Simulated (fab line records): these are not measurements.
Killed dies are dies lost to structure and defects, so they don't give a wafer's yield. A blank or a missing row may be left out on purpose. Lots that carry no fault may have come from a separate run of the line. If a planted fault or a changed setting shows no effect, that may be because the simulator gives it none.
One fault seen from 2 desks	flow sky130	each desk has only its own numbers; what lay behind them comes last

== THE TOOL OWNER'S DESK: implanter-01 ==
The tool's own readings at SKY_GATE_OXIDE_IMPLANT_11: means of the sampled wafers that have a number, for each lot that ran on this tool. Marked OUT: a lot whose mean sits more than 4 standard deviations from the usual mean, which makes it out of limits; the brackets give that distance.
Columns: A = dose ions cm2 at SKY_GATE_OXIDE_IMPLANT_11, usual 2.5998e+12; B = faraday current uA at SKY_GATE_OXIDE_IMPLANT_11, usual 14.61
lot	first seen here	A	B
L122	day 15 11:34	2.6030e+12	14.73
L127	day 17 05:28	2.6012e+12	14.71
L128	day 17 12:24	2.6024e+12	14.36
L131	day 18 20:10	1.8011e+12 (-99 or more) OUT	10.40 (-15) OUT
L132	day 19 09:43	1.7987e+12 (-99 or more) OUT	10.16 (-15) OUT
L133	day 19 12:49	1.8005e+12 (-99 or more) OUT	10.05 (-16) OUT
L140	day 22 13:37	2.6007e+12	14.48
This desk's finding: out of limits on L131, L132, L133; first on L131, day 18 20:10 (dose ions cm2 at SKY_GATE_OXIDE_IMPLANT_11). Within limits: L122, L127, L128, L140.

== FROM THE METROLOGY DESK ==
What the gauges read, lot by lot, whatever tool the lot ran on: means of the sampled wafers that have a number. Marked OUT: a lot whose mean sits more than 4 standard deviations from the usual mean, which makes it out of limits; the brackets give that distance.
Columns: A = VT_ADJUST_HVTR_OVL at SKY_VT_ADJUST_HVTR_OVL_MEAS_08, usual -1.0 nm; B = GATE_OXIDE_TW at SKY_GATE_OXIDE_TW_MEAS_14, usual 221.9
lot	first seen here	A	B
L120	day 10 06:26	0.4	223.0
L122	day 11 00:01	-1.9	223.3
L124	day 11 12:48	-3.2	221.9
L125	day 11 19:48	-2.4	218.7
L127	day 12 09:52	-2.1	220.3
L128	day 12 16:41	-0.8	224.2
L131	day 13 20:29	0.2	197.6 (-12) OUT
L132	day 14 06:11	-1.5	200.7 (-11) OUT
L133	day 14 10:28	-1.4	198.2 (-12) OUT
L135	day 15 02:22	0.4	222.3
L140	day 16 13:58	0.6	223.7
This desk finds L131, L132, L133 out of limits, with the earliest case on L131 at day 18 20:32 (GATE_OXIDE_TW at SKY_GATE_OXIDE_TW_MEAS_14). Within limits: L120, L122, L124, L125, L127, L128, L135, L140.

== BROUGHT TOGETHER ==
The tool owner's desk had the chance to raise an alarm at day 18 20:10 on L131, L132, L133.
L131, L132, L133 would have let the metrology desk raise an alarm at day 18 20:32.
On implanter-01, each named lot ran SKY_GATE_OXIDE_IMPLANT_11.

== WHAT THE SIMULATOR PUT IN ==
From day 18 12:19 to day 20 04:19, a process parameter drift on implanter-01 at SKY_GATE_OXIDE_IMPLANT_11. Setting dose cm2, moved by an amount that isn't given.
Lots struck among those shown: L131, L132, L133.
Hours from the fault's start to each desk's first reading out of limits: the tool owner's desk, 8; the metrology desk, 8.
